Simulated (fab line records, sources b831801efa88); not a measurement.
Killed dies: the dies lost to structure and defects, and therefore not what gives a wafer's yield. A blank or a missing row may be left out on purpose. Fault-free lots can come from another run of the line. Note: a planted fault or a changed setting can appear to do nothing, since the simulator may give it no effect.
Which tool did it? -- flow sky130 -- 33 wafers from 11 lots sampled at 3 of the route's 708 steps

WHAT THE GAUGES SHOWED, per wafer
SKY_CONTACT_THK_MEAS_01.
lot,measured,on,CONTACT_CVD_00_THK (nm)
L748,day 30 06:41,film metro-04,75.6 76.4 76.5
L749,day 30 23:10,film metro-02,74.7 74.9 75.2
L750,day 30 22:48,film metro-01,73.4 74.7 74.7
L753,day 32 12:09,film metro-02,73.3 74.2 73.8
L754,day 32 15:04,film metro-01,74.4 73.6 74.7
L755,day 32 20:05,film metro-02,74.0 74.0 75.2
L756,day 33 08:28,film metro-02,73.9 74.8 74.9
L757,day 33 13:28,film metro-04,74.1 73.3 73.5
L759,day 34 02:23,film metro-02,75.0 75.4 75.2
L762,day 35 01:16,film metro-02,75.3 75.5 109.4
L763,day 35 10:52,film metro-01,74.5 75.2 110.0

WHICH TOOL RAN EACH LOT (tool, then ch and the chambers of the sampled wafers, then the start)
lot,SKY_GATE_OXIDE_STRIP_13,SKY_CONTACT_CVD_00
L748,"plasma asher-03 ch 0,1, day 13 20:17","pecvd-03 ch 0,1,2, day 30 06:38"
L749,"plasma asher-01 ch 0,1, day 14 07:21","pecvd-02 ch 0,1, day 30 23:08"
L750,"plasma asher-03 ch 0,1, day 14 07:29","pecvd-03 ch 1,2, day 30 22:45"
L753,"plasma asher-03 ch 0,1, day 15 20:31","pecvd-03 ch 0,1,2, day 32 12:07"
L754,"plasma asher-01 ch 0,1, day 15 22:49","pecvd-04 ch 0,1,2, day 32 15:02"
L755,"plasma asher-04 ch 0,1, day 16 04:47","pecvd-02 ch 0,2, day 32 20:03"
L756,"plasma asher-03 ch 0,1, day 16 12:59","pecvd-03 ch 0,1, day 33 08:25"
L757,"plasma asher-04 ch 0,1, day 16 23:09","pecvd-03 ch 0,1,2, day 33 13:26"
L759,"plasma asher-01 ch 0,1, day 17 18:35","pecvd-04 ch 1,2, day 34 02:20"
L762,"plasma asher-03 ch 0,1, day 18 16:27","pecvd-03 ch 0,1,2, day 35 01:14"
L763,"plasma asher-03 ch 0,1, day 19 05:09","pecvd-03 ch 0,2, day 35 10:49"
- SKY_GATE_OXIDE_STRIP_13: strips in O2/N2.
- SKY_CONTACT_CVD_00: deposits Si3N4, target thk 75 nm.

THE ANSWER, worked out from the rows above alone
Rule: what is usual is taken from the lots themselves. Put in order of their means at a reading, lots are off if they are a third of the lots or fewer, leave a main group of 4 or more, and stand apart from it by a gap of 3 or more times the standard deviation of the main group's means; of several such gaps the widest counts. The tables above print the reading to a certain number of digits; a main group whose means all agree to those digits is not used. A lot without any number at a reading at which 4 lots or more have one is off too. Where the step has rows for the other lots, those lots are counted as sound.
Off: at SKY_CONTACT_THK_MEAS_01 (CONTACT_CVD_00_THK), L762, L763. The main group: mean 74.6 nm, standard deviation 0.73.
A tool fits if, at a process step before that reading, it ran every lot that is off, and no sound lot after the first of them. Gauges at SKY_CONTACT_THK_MEAS_01: tried the same way as those tools. Undecided on this evidence; 2 tools fit (plasma asher-03 at SKY_GATE_OXIDE_STRIP_13, pecvd-03 at SKY_CONTACT_CVD_00).

WHAT HAD BEEN PUT IN BY THE SIMULATOR
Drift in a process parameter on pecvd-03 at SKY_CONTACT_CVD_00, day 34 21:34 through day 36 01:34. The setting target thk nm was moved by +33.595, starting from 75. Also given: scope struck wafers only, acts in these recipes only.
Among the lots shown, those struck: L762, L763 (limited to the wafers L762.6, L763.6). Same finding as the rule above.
